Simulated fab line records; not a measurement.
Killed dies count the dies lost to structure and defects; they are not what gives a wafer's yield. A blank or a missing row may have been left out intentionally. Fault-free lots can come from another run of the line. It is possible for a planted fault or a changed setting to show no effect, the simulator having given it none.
fab line records	flow sky130
record: lots: 24	wafers: 72	last_day: 50
route steps=708 shown FIELD_ISO@18 PWDE@55 NWELL@67 SONOS_ONO@181
lots that met no fault: from a run of the same line without faults
start_h: hours from the record's first day to the start of the lot's first wafer shown	wait_h: hours since the lot's step before	" same as the row above	L1.1+2: several wafers, shown together as one row	- value missing, or start not given	* or withheld: withheld	< > ~ a bound
route shown NAME@n: NAME is a module with steps in the file, n the number in the route of the first one	usual: average and standard deviation across the fault-free wafers	same: alike in all rows	chamber/n: place in a boat	sites: per-site readings	_std_site: the values' standard deviation	_edge_site: the outer-site mean with the inner-site mean subtracted	radius_mm: how far each site lies from the wafer's centre	mask NAME#n: copy n	behind: the last tool/chamber to shape the wafer	hold: cause of the lot's hold/its duration in hours/its outcome	device: the transistor (n, p or np) that didn't switch	end of line: the tests these same wafers got at the end of their route	for a step that has no rows: nothing shown but its recipe	killed: not the wafer's yield, but the dies lost to structure and defects at the first sort	map: per-die view of a wafer (x killed, . not killed, _ where there is no die)
set.NAME: the setting the step ran with; set.NAME@STEP: the setting that earlier step ran with	model.NAME: the simulator's own value behind a step, which no gauge read
route steps across a sampled set of lots; one table per step, one row per wafer
services: from which hour (start_h, from the record's first day; less than 0 if before it) a tool's chamber was out of use, for how many hours, and why
== steps ==
step: SKY_FIELD_ISO_ETCH_17
recipe: target_depth_a: 3420	mask_material: Si3N4	chemistry: HBr/Cl2/O2	target: Si	taper_deg: 5	icp_w: 600	bias_w: 150	pressure_mtorr: 15	HBr_flow_sccm: 150	Cl2_flow_sccm: 40	O2_flow_sccm: 6	time_s: 97.7
usual: bias_w: 150.0/0.46	chamber_pressure_mTorr: 15.001/0.013	drypump_motor_current_A: 5.8/0.44	oes_product_au: 0.999/0.011	throttle_valve_pct: 25.658/0.011
same: time_s: 97.7
lot.wafer	tool	chamber	start_h	wait_h	bias_w	chamber_pressure_mTorr	drypump_motor_current_A	oes_product_au	rf_hours_counter_h	throttle_valve_pct
L074.1	rie_si-01	0	28.61	0.1	149.8	14.995	5.4	0.997	1	25.659
L074.2	"	1	"	"	149.9	14.991	5.7	0.996	1	25.657
L074.5	"	0	"	"	149.2	14.984	5.4	1.004	-	25.648
L075.1	rie_si-02	2	36.11	0.1	150.0	15.025	5.8	0.993	2	25.653
L075.2	"	0	"	"	151.0	15.002	6.6	0.978	91	25.675
L075.3	"	3	"	"	150.0	14.987	6.4	1.015	143	25.649
L076.1	rie_si-02	1	42.58	0.1	149.7	15.010	6.2	0.992	2	25.660
L076.2	"	3	"	"	149.9	15.018	6.3	0.996	143	25.643
L076.4	"	2	"	"	150.4	15.021	5.7	0.996	2	25.650
L077.3	rie_si-02	1	47.46	0.0	149.9	15.003	6.2	0.988	2	25.664
L077.5	"	1	"	"	149.6	15.009	6.2	0.986	-	25.668
L077.6	"	2	"	"	150.2	15.025	5.8	0.997	-	25.667
L078.1	rie_si-01	0	55.48	0.1	151.1	14.989	5.3	1.002	2	25.652
L078.3	"	1	"	"	151.2	15.011	5.7	1.003	1	25.662
L078.4	"	2	"	"	150.5	15.009	5.6	1.008	3	25.655
L079.2	rie_si-02	0	55.83	0.1	150.3	15.006	6.6	0.994	91	25.669
L079.4	"	2	"	"	150.3	15.019	5.8	0.993	2	25.674
L079.5	"	0	"	"	149.6	15.003	6.6	0.995	-	25.659
L080.2	rie_si-02	1	61.88	0.1	150.0	15.004	6.2	0.983	2	25.668
L080.4	"	2	"	"	149.9	15.010	5.8	0.995	3	25.674
L080.5	"	1	"	"	150.3	15.006	6.1	0.979	-	25.660
L081.1	rie_si-01	3	65.78	0.1	150.5	14.972	5.2	0.994	29	25.657
L081.3	"	2	"	"	149.6	15.023	5.6	1.004	3	25.648
L081.6	"	0	"	"	150.2	15.016	5.4	1.006	-	25.652
L082.1	rie_si-02	3	70.48	0.1	150.5	14.995	6.4	1.012	143	25.651
L082.4	"	0	"	"	150.4	14.993	6.6	0.993	91	25.657
L082.5	"	1	"	"	149.9	15.014	6.2	0.986	-	25.650
L083.3	rie_si-01	0	76.51	0.0	150.8	15.003	5.4	1.004	2	25.655
L083.4	"	1	"	"	150.3	14.987	5.7	1.000	1	25.660
L083.6	"	0	"	"	150.3	14.994	5.4	0.998	-	25.655
L084.3	rie_si-01	0	84.58	0.0	150.3	15.003	5.4	1.000	2	25.640
L084.4	"	2	"	"	150.1	14.999	5.6	1.010	3	25.655
L084.6	"	1	"	"	150.1	15.000	5.7	1.000	-	25.662
L085.1	rie_si-02	1	90.31	0.1	149.4	15.022	6.2	0.979	3	25.679
L085.5	"	1	"	"	149.7	14.989	6.2	0.988	-	25.674
L085.6	"	0	"	"	149.3	15.008	6.6	0.993	-	25.677
L086.1	rie_si-01	2	90.66	0.1	149.8	14.977	5.6	1.002	3	25.655
L086.2	"	1	"	"	150.1	15.020	5.7	1.003	1	25.658
L086.6	"	3	"	"	149.9	15.010	5.2	1.003	-	25.654
L087.1	rie_si-01	2	99.08	0.1	149.5	14.994	5.6	1.017	3	25.648
L087.2	"	3	"	"	150.0	15.004	5.2	1.009	30	25.635
L087.6	"	1	"	"	150.4	15.012	5.7	1.014	-	25.651
L088.1	rie_si-02	3	103.53	0.1	149.9	15.011	6.4	0.998	144	25.653
L088.2	"	2	"	"	150.3	14.985	5.8	1.002	3	25.649
L088.5	"	1	"	"	149.9	15.010	6.2	0.993	-	25.654
L089.1	rie_si-01	1	104.48	0.1	150.4	14.994	5.7	1.005	1	25.647
L089.4	"	2	"	"	149.6	14.979	5.6	1.015	3	25.655
L089.5	"	3	"	"	150.0	15.011	5.2	1.007	-	25.648
L090.1	rie_si-01	2	113.68	0.1	149.8	15.006	5.6	1.011	3	25.644
L090.2	"	3	"	"	150.1	15.018	5.2	1.014	30	25.654
L090.3	"	0	"	"	150.4	15.002	5.4	1.004	2	25.639
L091.1	rie_si-02	1	119.03	0.1	150.1	15.007	6.2	0.981	3	25.669
L091.2	"	2	"	"	149.8	15.000	5.8	0.993	3	25.672
L091.4	"	0	"	"	149.7	15.023	6.6	0.990	-	25.663
L092.1	rie_si-01	1	122.56	0.1	150.3	14.986	5.7	1.008	1	25.648
L092.2	"	3	"	"	149.9	15.011	5.2	1.016	30	25.651
L092.5	"	1	"	"	149.3	14.998	5.7	1.011	-	25.654
L093.2	rie_si-01	3	127.61	0.1	150.4	14.985	5.2	1.009	30	25.657
L093.3	"	0	"	"	149.8	14.986	5.3	1.014	2	25.649
L093.6	"	0	"	"	150.6	15.022	5.4	1.011	-	25.655
L094.3	rie_si-01	2	134.08	0.0	149.2	15.019	5.6	1.017	3	25.661
L094.5	"	2	"	"	149.7	15.009	5.6	1.004	-	25.652
L094.6	"	1	"	"	149.8	15.000	5.7	1.003	-	25.660
L095.2	rie_si-02	0	138.88	0.1	150.7	14.993	6.6	0.991	92	25.668
L095.3	"	1	"	"	150.4	15.028	6.2	0.968	3	25.673
L095.6	"	2	"	"	150.4	15.003	5.8	0.976	-	25.661
L096.1	rie_si-02	1	143.63	0.1	149.6	14.994	6.2	0.968	3	25.674
L096.3	"	3	"	"	150.5	14.993	6.3	0.987	0	25.667
L096.5	"	1	"	"	149.4	15.002	6.2	0.976	-	25.665
L097.2	rie_si-01	3	149.48	0.1	149.9	14.968	5.2	1.007	30	25.676
L097.3	"	0	"	"	149.2	15.000	5.4	1.005	2	25.663
L097.5	"	2	"	"	149.4	15.007	5.6	1.014	-	25.638
step: SKY_FIELD_ISO_CMP_27
recipe: stop_on: Si3N4	t_overpolish_s: 16	down_force_psi: 4	platen_rpm: 60	target_thk_nm: 457.8	pad_velocity_m_s: 0.94248
usual: motor_current_A: 12.3/0.98	overpolish_run_s: 16.001/0.0081	retaining_ring_pressure_frac: 1.001/0.0048	time_to_endpoint_s: 112/3.9
lot.wafer	tool	chamber	start_h	wait_h	motor_current_A	overpolish_run_s	retaining_ring_pressure_frac	time_to_endpoint_s
L074.1	cmp-02	0	33.94	0.0	12.3	16.009	0.998	116
L074.2	"	2	"	"	12.8	15.989	1.002	115
L074.5	"	1	"	"	13.2	16.011	0.994	112
L075.2	cmp-01	1	40.70	0.1	11.4	15.998	0.999	114
L075.3	"	2	"	"	11.6	16.001	1.001	107
L075.1	"	3	"	"	11.1	15.999	0.996	112
L076.1	cmp-01	3	46.18	0.0	11.0	16.007	0.996	112
L076.4	"	0	"	"	13.3	15.991	1.010	116
L076.2	"	1	"	"	11.1	16.003	1.003	119
L077.3	cmp-01	2	51.01	0.1	11.7	15.998	0.997	110
L077.6	"	1	"	"	10.8	15.998	1.007	113
L077.5	"	2	"	"	12.0	15.989	1.001	110
L078.3	cmp-02	3	60.93	0.0	12.9	16.000	1.003	111
L078.4	"	0	"	"	11.5	15.988	1.002	110
L078.1	"	1	"	"	13.7	15.994	1.005	109
L079.2	cmp-02	2	61.23	0.3	12.9	16.006	1.006	118
L079.4	"	3	"	"	12.2	16.002	1.000	116
L079.5	"	2	"	"	12.4	16.005	1.005	111
L080.2	cmp-02	0	75.07	0.1	12.3	16.009	1.002	106
L080.4	"	2	"	"	13.6	16.001	1.002	111
L080.5	"	1	"	"	13.5	16.007	1.001	108
L081.1	cmp-02	0	75.42	0.5	12.6	16.001	1.003	109
L081.3	"	2	"	"	13.1	15.991	0.997	114
L081.6	"	3	"	"	12.9	15.991	0.999	112
L082.1	cmp-01	0	82.78	0.1	13.3	16.003	0.998	122
L082.4	"	1	"	"	11.3	15.992	0.999	120
L082.5	"	2	"	"	11.6	16.000	1.005	117
L083.4	cmp-02	2	88.45	0.1	13.5	16.000	1.001	111
L083.3	"	3	"	"	12.1	15.997	0.996	111
L083.6	"	0	"	"	11.6	15.997	1.000	106
L084.4	cmp-02	0	94.90	0.0	11.9	15.991	0.993	111
L084.3	"	3	"	"	12.7	15.987	0.991	114
L084.6	"	1	"	"	13.6	16.013	0.997	111
L086.2	cmp-02	2	99.26	0.0	12.3	16.015	1.007	117
L086.1	"	0	"	"	11.9	15.988	0.994	114
L086.6	"	2	"	"	13.3	15.984	0.999	116
L085.1	cmp-01	2	99.41	0.1	11.7	15.991	1.000	117
L085.6	"	3	"	"	10.8	16.010	0.999	112
L085.5	"	0	"	"	13.6	15.999	1.004	114
L087.1	cmp-01	0	103.61	0.0	13.0	15.990	1.006	116
L087.2	"	1	"	"	11.2	16.015	1.003	119
L087.6	"	0	"	"	13.7	15.999	0.996	114
L088.2	cmp-01	2	107.82	0.1	11.3	15.998	0.992	114
L088.1	"	3	"	"	10.4	16.012	1.005	110
L088.5	"	1	"	"	10.9	15.998	1.008	111
L089.4	cmp-01	3	108.92	0.0	11.2	16.011	1.005	111
L089.1	"	1	"	"	10.7	15.991	1.011	110
L089.5	"	3	"	"	10.1	16.017	1.006	107
L090.2	cmp-02	3	119.04	0.1	12.2	16.003	0.998	117
L090.3	"	0	"	"	12.1	16.001	0.998	114
L090.1	"	1	"	"	13.9	16.025	0.994	110
L091.1	cmp-02	1	123.34	0.1	13.2	16.008	1.002	111
L091.2	"	2	"	"	12.6	15.993	0.995	114
L091.4	"	3	"	"	11.7	16.011	1.004	116
L092.2	cmp-02	3	126.76	0.1	12.1	16.008	1.007	106
L092.1	"	1	"	"	13.6	15.999	0.996	102
L092.5	"	2	"	"	12.9	15.997	1.003	108
L093.3	cmp-02	0	131.88	0.0	11.9	15.996	0.999	105
L093.2	"	2	"	"	13.6	16.014	0.998	113
L093.6	"	1	"	"	14.3	15.988	1.006	111
L094.3	cmp-02	0	137.47	0.1	11.7	16.010	0.994	106
L094.6	"	3	"	"	12.4	16.005	1.000	112
L094.5	"	0	"	"	11.6	16.007	0.999	106
L095.3	cmp-02	0	143.44	0.0	11.9	16.003	0.999	108
L095.2	"	3	"	"	12.3	15.996	0.996	112
L095.6	"	1	"	"	13.9	16.004	0.999	105
L096.1	cmp-01	0	147.30	0.1	13.4	16.011	1.002	117
L096.3	"	2	"	"	11.4	16.006	0.997	114
L096.5	"	0	"	"	12.7	15.996	1.004	119
L097.3	cmp-02	1	152.69	0.0	13.4	15.993	1.007	109
L097.2	"	3	"	"	13.1	16.002	0.998	112
L097.5	"	2	"	"	13.8	16.007	1.004	115
step: SKY_PWDE_TW_MEAS_10
usual: PWDE_TW: 372.1/1.9
lot.wafer	tool	chamber	start_h	wait_h	PWDE_TW
L074.1	film_metro-01	-	67.70	0.1	369.0
L074.2	"	-	"	"	370.4
L074.5	"	-	"	"	368.5
L075.1	film_metro-03	-	75.89	0.1	373.5
L075.2	"	-	"	"	375.3
L075.3	"	-	"	"	372.4
L076.1	film_metro-03	-	80.37	0.1	372.9
L076.2	"	-	"	"	370.4
L076.4	"	-	"	"	370.7
L077.3	film_metro-01	-	86.22	0.1	370.5
L077.5	"	-	"	"	370.8
L077.6	"	-	"	"	370.5
L079.2	film_metro-04	-	98.96	0.1	373.4
L079.4	"	-	"	"	372.9
L079.5	"	-	"	"	371.1
L078.1	film_metro-03	-	98.99	0.1	369.5
L078.3	"	-	"	"	371.8
L078.4	"	-	"	"	372.4
L080.2	film_metro-03	-	114.50	0.1	370.5
L080.4	"	-	"	"	371.8
L080.5	"	-	"	"	368.7
L081.1	film_metro-01	-	115.50	0.1	370.8
L081.3	"	-	"	"	370.4
L081.6	"	-	"	"	369.8
L082.1	film_metro-03	-	123.87	0.1	372.4
L082.4	"	-	"	"	372.2
L082.5	"	-	"	"	373.4
L083.3	film_metro-03	-	127.72	0.1	373.6
L083.4	"	-	"	"	373.6
L083.6	"	-	"	"	372.8
L084.3	film_metro-03	-	136.34	0.1	375.4
L084.4	"	-	"	"	372.1
L084.6	"	-	"	"	373.5
L086.1	film_metro-03	-	139.10	0.1	374.4
L086.2	"	-	"	"	373.4
L086.6	"	-	"	"	374.7
L085.1	film_metro-01	-	139.74	0.1	369.1
L085.5	"	-	"	"	372.3
L085.6	"	-	"	"	371.1
L087.1	film_metro-03	-	143.25	0.1	374.5
L087.2	"	-	"	"	376.1
L087.6	"	-	"	"	374.1
L089.1	film_metro-01	-	150.34	0.1	370.7
L089.4	"	-	"	"	369.4
L089.5	"	-	"	"	369.3
L088.1	film_metro-04	-	150.60	0.1	372.8
L088.2	"	-	"	"	372.2
L088.5	"	-	"	"	371.7
L090.1	film_metro-03	-	160.37	0.1	371.7
L090.2	"	-	"	"	373.4
L090.3	"	-	"	"	371.4
L091.1	film_metro-01	-	164.25	0.1	370.6
L091.2	"	-	"	"	368.9
L091.4	"	-	"	"	369.1
L092.1	film_metro-03	-	168.85	0.1	373.6
L092.2	"	-	"	"	373.2
L092.5	"	-	"	"	371.8
L093.2	film_metro-03	-	174.11	0.1	373.6
L093.3	"	-	"	"	373.1
L093.6	"	-	"	"	373.3
L094.3	film_metro-03	-	180.42	0.1	372.4
L094.5	"	-	"	"	372.6
L094.6	"	-	"	"	372.5
L095.2	film_metro-04	-	185.95	0.1	370.7
L095.3	"	-	"	"	373.5
L095.6	"	-	"	"	371.9
L096.1	film_metro-03	-	191.85	0.1	373.3
L096.3	"	-	"	"	372.1
L096.5	"	-	"	"	371.3
L097.2	film_metro-04	-	199.15	0.1	372.2
L097.3	"	-	"	"	373.8
L097.5	"	-	"	"	372.1
step: SKY_NWELL_STRIP_14
recipe: chemistry: O2/N2	power_w: 1400	pressure_mtorr: 1500	platen_temp_c: withheld	o2_flow_sccm: 3000	n2_flow_sccm: 300	overash_fraction: 0.5
usual: chamber_pressure_mTorr: 1500.0/2	drypump_motor_current_A: 5.8/0.32	n2_flow_sccm: 299.8/0.87	oes_product_au: 0.722/0.005	strip_time_to_endpoint_s: 36.93/0.1
lot.wafer	tool	chamber	start_h	wait_h	chamber_pressure_mTorr	drypump_motor_current_A	n2_flow_sccm	oes_product_au	rf_hours_counter_h	strip_time_to_endpoint_s
L074.1	plasma_asher-02	1	84.34	0.1	1481.9	5.4	299.7	0.718	42	36.92
L074.2	"	0	"	"	1500.4	6.2	300.3	0.729	42	36.90
L074.5	"	0	"	"	1500.3	6.2	300.5	0.722	-	36.96
L075.1	plasma_asher-01	0	92.42	0.1	1499.5	5.7	300.5	0.725	42	37.16
L075.2	"	1	"	"	1500.3	6.2	300.3	0.727	42	37.08
L075.3	"	1	"	"	1500.8	6.2	299.4	0.721	-	36.99
L076.1	plasma_asher-01	0	96.74	0.1	1500.7	5.7	299.7	0.730	42	37.04
L076.2	"	1	"	"	1499.0	6.2	299.3	0.733	42	36.97
L076.4	"	1	"	"	1501.6	6.1	298.4	0.727	-	37.05
L077.3	plasma_asher-04	0	102.57	0.1	1500.2	5.8	300.2	0.720	-	36.99
L077.5	"	0	"	"	1499.0	5.8	300.6	0.725	-	36.97
L077.6	"	1	"	"	1500.2	5.3	299.2	0.721	-	36.94
L079.2	plasma_asher-01	0	116.85	0.1	1500.0	5.7	299.9	0.723	44	36.83
L079.4	"	1	"	"	1500.4	6.1	300.4	0.734	-	36.85
L079.5	"	0	"	"	1500.9	5.7	299.7	0.719	-	36.83
L078.1	plasma_asher-02	1	116.95	0.1	1501.1	5.4	299.5	0.719	46	36.94
L078.3	"	0	"	"	1500.7	6.2	300.2	0.726	-	36.92
L078.4	"	1	"	"	1500.5	5.4	300.2	0.714	-	36.93
L080.2	plasma_asher-01	0	133.52	0.1	1500.0	5.7	299.5	0.724	46	37.00
L080.4	"	1	"	"	1502.1	6.2	300.0	0.724	-	37.01
L080.5	"	1	"	"	1499.4	6.2	300.2	0.717	-	36.89
L081.1	plasma_asher-02	0	134.34	0.1	1498.9	6.2	300.9	0.725	47	37.02
L081.3	"	1	"	"	1502.0	5.4	298.7	0.732	-	36.99
L081.6	"	0	"	"	1499.5	6.2	300.9	0.707	-	37.02
L082.1	plasma_asher-01	0	142.55	0.1	1498.0	5.7	298.3	0.720	47	36.92
L082.4	"	1	"	"	1501.5	6.1	300.6	0.715	-	36.74
L082.5	"	1	"	"	1499.8	6.1	300.4	0.720	-	36.87
L083.3	plasma_asher-01	0	147.12	0.1	1501.3	5.7	300.0	0.719	-	36.93
L083.4	"	1	"	"	1501.3	6.2	300.1	0.729	-	37.05
L083.6	"	1	"	"	1499.9	6.2	300.1	0.720	-	36.94
L084.3	plasma_asher-04	1	155.91	0.1	1500.6	5.3	300.1	0.726	-	36.92
L084.4	"	0	"	"	1499.2	5.8	299.7	0.719	-	36.79
L084.6	"	1	"	"	1501.6	5.3	300.4	0.723	-	36.91
L086.1	plasma_asher-01	0	159.10	0.1	1497.2	5.7	300.5	0.723	49	36.98
L086.2	"	1	"	"	1499.2	6.1	301.1	0.726	49	36.97
L086.6	"	1	"	"	1499.8	6.2	300.5	0.726	-	37.04
L085.1	plasma_asher-02	1	159.39	0.1	1500.0	5.4	301.4	0.721	50	36.82
L085.5	"	0	"	"	1499.6	6.2	300.0	0.721	-	36.89
L085.6	"	1	"	"	1500.5	5.4	299.7	0.714	-	36.80
L087.1	plasma_asher-01	0	162.62	0.1	1501.1	5.7	298.2	0.722	49	36.86
L087.2	"	1	"	"	1499.5	6.1	297.8	0.724	49	36.89
L087.6	"	1	"	"	1497.1	6.1	298.5	0.725	-	36.88
L089.1	plasma_asher-01	0	170.95	0.1	1499.3	5.7	299.4	0.728	50	37.06
L089.4	"	1	"	"	1500.4	6.1	299.6	0.725	-	36.95
L089.5	"	1	"	"	1502.9	6.1	300.5	0.726	-	37.01
L088.1	plasma_asher-01	0	171.19	0.1	1499.7	5.7	298.3	0.716	50	36.78
L088.2	"	1	"	"	1499.9	6.1	299.5	0.719	50	36.82
L088.5	"	0	"	"	1499.9	5.7	299.2	0.721	-	36.85
L090.1	plasma_asher-04	0	181.50	0.1	1499.5	5.8	297.9	0.730	6	36.89
L090.2	"	1	"	"	1499.4	5.3	300.7	0.720	6	36.96
L090.3	"	0	"	"	1501.4	5.8	299.3	0.722	-	36.96
L091.1	plasma_asher-01	0	184.82	0.1	1499.5	5.7	299.1	0.722	51	37.02
L091.2	"	1	"	"	1500.5	6.2	298.3	0.724	51	37.02
L091.4	"	0	"	"	1499.7	5.7	300.0	0.717	-	37.12
L092.1	plasma_asher-04	1	189.87	0.1	1500.4	5.3	300.0	0.718	7	36.91
L092.2	"	0	"	"	1499.4	5.8	301.1	0.724	7	36.93
L092.5	"	0	"	"	1502.5	5.8	301.0	0.717	-	37.02
L093.2	plasma_asher-02	0	195.32	0.1	1501.2	6.2	299.0	0.725	53	36.62
L093.3	"	1	"	"	1499.6	5.4	300.5	0.714	-	36.74
L093.6	"	1	"	"	1500.3	5.4	300.7	0.720	-	36.76
L094.3	plasma_asher-02	0	201.61	0.1	1500.2	6.2	300.2	0.727	-	36.85
L094.5	"	1	"	"	1500.2	5.4	300.7	0.725	-	36.90
L094.6	"	0	"	"	1500.6	6.2	300.4	0.727	-	36.84
L095.2	plasma_asher-04	0	208.12	0.1	1500.8	5.8	299.6	0.719	8	36.91
L095.3	"	1	"	"	1499.6	5.3	301.0	0.720	-	36.75
L095.6	"	0	"	"	1500.4	5.8	302.6	0.716	-	36.80
L096.1	plasma_asher-04	1	214.50	0.1	1500.0	5.2	299.6	0.728	9	36.77
L096.3	"	0	"	"	1499.3	5.8	300.3	0.720	-	36.79
L096.5	"	1	"	"	1501.2	5.3	298.5	0.717	-	36.82
L097.2	plasma_asher-01	0	222.24	0.1	1503.8	5.7	300.7	0.728	54	37.00
L097.3	"	0	"	"	1500.3	5.7	300.6	0.721	-	36.95
L097.5	"	1	"	"	1500.4	6.1	299.1	0.730	-	36.97
step: SKY_NWELL_RTA_28
recipe: temp_c: 1050	time_s: 30	idle_temp_c: 650	ramp_up_c_per_s: 150	ramp_down_c_per_s: 90	ambient: N2
usual: lamp_power_pct: 25.30/0.053	wafer_temp_C_max: 1054.9/0.96
same: time_s: 30
lot.wafer	tool	chamber	start_h	wait_h	lamp_power_pct	wafer_temp_C_max
L074.1	rtp_anneal-01	0	101.53	0.0	25.28	1053.5
L074.2	"	0	"	"	25.36	1053.4
L074.5	"	0	"	"	25.31	1055.8
L075.1	rtp_anneal-01	0	109.40	0.0	25.33	1055.6
L075.2	"	0	"	"	25.35	1055.4
L075.3	"	0	"	"	25.37	1057.2
L076.1	rtp_anneal-01	0	114.25	0.0	25.25	1053.9
L076.2	"	0	"	"	25.29	1055.9
L076.4	"	0	"	"	25.34	1053.8
L077.3	rtp_anneal-01	0	121.97	0.0	25.31	1054.2
L077.5	"	0	"	"	25.34	1055.3
L077.6	"	0	"	"	25.29	1055.8
L079.2	rtp_anneal-01	0	136.37	0.0	25.38	1056.2
L079.4	"	0	"	"	25.26	1056.0
L079.5	"	0	"	"	25.29	1054.5
L078.1	rtp_anneal-02	0	136.41	0.0	25.34	1054.4
L078.3	"	0	"	"	25.20	1054.6
L078.4	"	0	"	"	25.36	1053.9
L080.2	rtp_anneal-01	0	153.02	0.0	25.28	1055.3
L080.4	"	0	"	"	25.29	1057.0
L080.5	"	0	"	"	25.41	1056.1
L081.1	rtp_anneal-02	0	153.95	0.0	25.40	1055.0
L081.3	"	0	"	"	25.32	1055.1
L081.6	"	0	"	"	25.34	1054.6
L082.1	rtp_anneal-01	0	162.45	0.0	25.30	1055.5
L082.4	"	0	"	"	25.23	1056.5
L082.5	"	0	"	"	25.30	1054.1
L083.3	rtp_anneal-02	0	166.68	0.0	25.38	1055.6
L083.4	"	0	"	"	25.32	1054.3
L083.6	"	0	"	"	25.31	1054.2
L084.3	rtp_anneal-01	0	176.23	0.0	25.24	1057.4
L084.4	"	0	"	"	25.24	1055.5
L084.6	"	0	"	"	25.35	1055.7
L086.1	rtp_anneal-02	0	180.30	0.0	25.31	1056.4
L086.2	"	0	"	"	25.20	1054.0
L086.6	"	0	"	"	25.37	1053.2
L085.1	rtp_anneal-01	0	180.36	0.0	25.31	1054.3
L085.5	"	0	"	"	25.28	1053.4
L085.6	"	0	"	"	25.28	1055.7
L087.1	rtp_anneal-02	0	183.55	0.0	25.28	1054.6
L087.2	"	0	"	"	25.36	1053.9
L087.6	"	0	"	"	25.28	1057.1
L089.1	rtp_anneal-02	0	192.03	0.0	25.30	1055.9
L089.4	"	0	"	"	25.36	1054.7
L089.5	"	0	"	"	25.30	1055.4
L088.1	rtp_anneal-01	0	192.96	0.0	25.36	1055.0
L088.2	"	0	"	"	25.34	1054.1
L088.5	"	0	"	"	25.23	1055.3
L090.1	rtp_anneal-02	0	203.39	0.0	25.34	1058.3
L090.2	"	0	"	"	25.33	1053.9
L090.3	"	0	"	"	25.29	1054.3
L091.1	rtp_anneal-01	0	207.03	0.0	25.31	1054.8
L091.2	"	0	"	"	25.34	1054.4
L091.4	"	0	"	"	25.37	1054.4
L092.1	rtp_anneal-01	0	212.20	0.0	25.34	1056.0
L092.2	"	0	"	"	25.25	1054.1
L092.5	"	0	"	"	25.28	1054.5
L093.2	rtp_anneal-02	0	217.81	0.0	25.27	1055.0
L093.3	"	0	"	"	25.33	1054.3
L093.6	"	0	"	"	25.25	1054.9
L094.3	rtp_anneal-02	0	224.22	0.0	25.36	1054.3
L094.5	"	0	"	"	25.25	1054.4
L094.6	"	0	"	"	25.33	1056.5
L095.2	rtp_anneal-01	0	231.40	0.0	25.33	1055.2
L095.3	"	0	"	"	25.36	1055.4
L095.6	"	0	"	"	25.32	1055.3
L096.1	rtp_anneal-02	0	238.41	0.0	25.34	1054.6
L096.3	"	0	"	"	25.39	1053.5
L096.5	"	0	"	"	25.30	1054.7
L097.2	rtp_anneal-02	0	246.60	0.0	25.36	1055.0
L097.3	"	0	"	"	25.29	1053.7
L097.5	"	0	"	"	25.38	1054.9
step: SKY_SONOS_ONO_CD_MEAS_13
recipe: target_cd_nm: 410
usual: cd_nm: 409.8/2.3
lot.wafer	tool	chamber	start_h	wait_h	cd_nm
L074.1	cd_sem-01	-	276.50	0.1	415.1
L074.2	"	-	"	"	413.4
L074.5	"	-	"	"	414.8
L075.1	cd_sem-01	-	290.74	0.1	407.7
L075.2	"	-	"	"	411.7
L075.3	"	-	"	"	409.3
L076.1	cd_sem-01	-	294.75	0.1	409.8
L076.2	"	-	"	"	409.2
L076.4	"	-	"	"	408.6
L077.3	cd_sem-01	-	306.33	0.1	410.0
L077.5	"	-	"	"	409.6
L077.6	"	-	"	"	410.0
L079.2	cd_sem-01	-	322.38	0.2	406.5
L079.4	"	-	"	"	407.0
L079.5	"	-	"	"	407.5
L078.1	cd_sem-01	-	331.30	0.1	409.0
L078.3	"	-	"	"	410.0
L078.4	"	-	"	"	407.8
L080.2	cd_sem-02	-	348.68	0.1	409.2
L080.4	"	-	"	"	409.4
L080.5	"	-	"	"	410.1
L081.1	cd_sem-01	-	350.21	0.1	411.7
L081.3	"	-	"	"	411.5
L081.6	"	-	"	"	412.0
L082.1	cd_sem-02	-	364.91	0.1	413.1
L082.4	"	-	"	"	411.7
L082.5	"	-	"	"	411.9
L083.3	cd_sem-02	-	368.80	0.1	414.6
L083.4	"	-	"	"	412.1
L083.6	"	-	"	"	412.2
L084.3	cd_sem-01	-	384.75	0.1	406.9
L084.4	"	-	"	"	406.8
L084.6	"	-	"	"	407.3
L086.1	cd_sem-02	-	387.94	0.1	404.9
L086.2	"	-	"	"	405.9
L086.6	"	-	"	"	404.8
L085.1	cd_sem-01	-	388.24	0.1	411.0
L085.5	"	-	"	"	411.5
L085.6	"	-	"	"	411.9
L087.1	cd_sem-02	-	396.44	0.1	410.1
L087.2	"	-	"	"	408.3
L087.6	"	-	"	"	409.0
L089.1	cd_sem-02	-	402.09	0.1	407.3
L089.4	"	-	"	"	407.6
L089.5	"	-	"	"	407.3
L088.1	cd_sem-01	-	407.55	0.1	410.2
L088.2	"	-	"	"	411.2
L088.5	"	-	"	"	409.4
L090.1	cd_sem-01	-	423.59	0.1	408.4
L090.2	"	-	"	"	408.2
L090.3	"	-	"	"	407.9
L091.1	cd_sem-01	-	426.29	0.1	410.8
L091.2	"	-	"	"	407.5
L091.4	"	-	"	"	410.4
L092.1	cd_sem-02	-	431.51	0.1	409.6
L092.2	"	-	"	"	407.2
L092.5	"	-	"	"	411.5
L093.2	cd_sem-01	-	440.16	0.1	407.8
L093.3	"	-	"	"	409.2
L093.6	"	-	"	"	409.1
L094.3	cd_sem-01	-	448.55	0.1	410.9
L094.5	"	-	"	"	410.3
L094.6	"	-	"	"	408.6
L095.2	cd_sem-02	-	453.18	0.1	411.1
L095.3	"	-	"	"	412.7
L095.6	"	-	"	"	412.6
L096.1	cd_sem-02	-	463.26	0.1	413.0
L096.3	"	-	"	"	411.3
L096.5	"	-	"	"	411.3
L097.2	cd_sem-01	-	472.71	0.1	407.9
L097.3	"	-	"	"	410.7
L097.5	"	-	"	"	410.1
== services ==
tool	chamber	start_h	hours	kind
cmp-02	-	13.97	0.4	repair
cmp-01	-	16.82	1.3	repair
rtp_anneal-01	-	42.44	2.1	repair
rie_si-02	2	47.59	3.0	repair
cmp-01	-	57.06	20.0	pm
plasma_asher-01	-	70.77	2.0	repair
cmp-01	-	77.05	4.0	pm
cmp-02	-	81.05	7.1	pm
cmp-01	-	83.76	1.2	repair
cmp-01	-	88.87	1.3	repair
cmp-02	-	99.99	2.1	repair
plasma_asher-04	-	108.75	9.0	pm
rie_si-02	3	108.79	-	clean
cmp-01	-	131.79	1.5	repair
cmp-02	-	168.07	1.0	repair
plasma_asher-04	-	170.68	2.0	pm
cmp-01	-	178.10	0.2	repair
rie_si-01	-	193.35	0.4	repair
cmp-01	-	208.32	1.1	repair
cmp-02	-	232.00	4.0	pm
cmp-02	-	236.00	-	consumable_replace:conditioner
cmp-02	-	236.00	-	consumable_replace:pad
cmp-01	-	236.19	8.4	pm
cmp-01	-	244.58	7.4	pm
== key ==
fault none
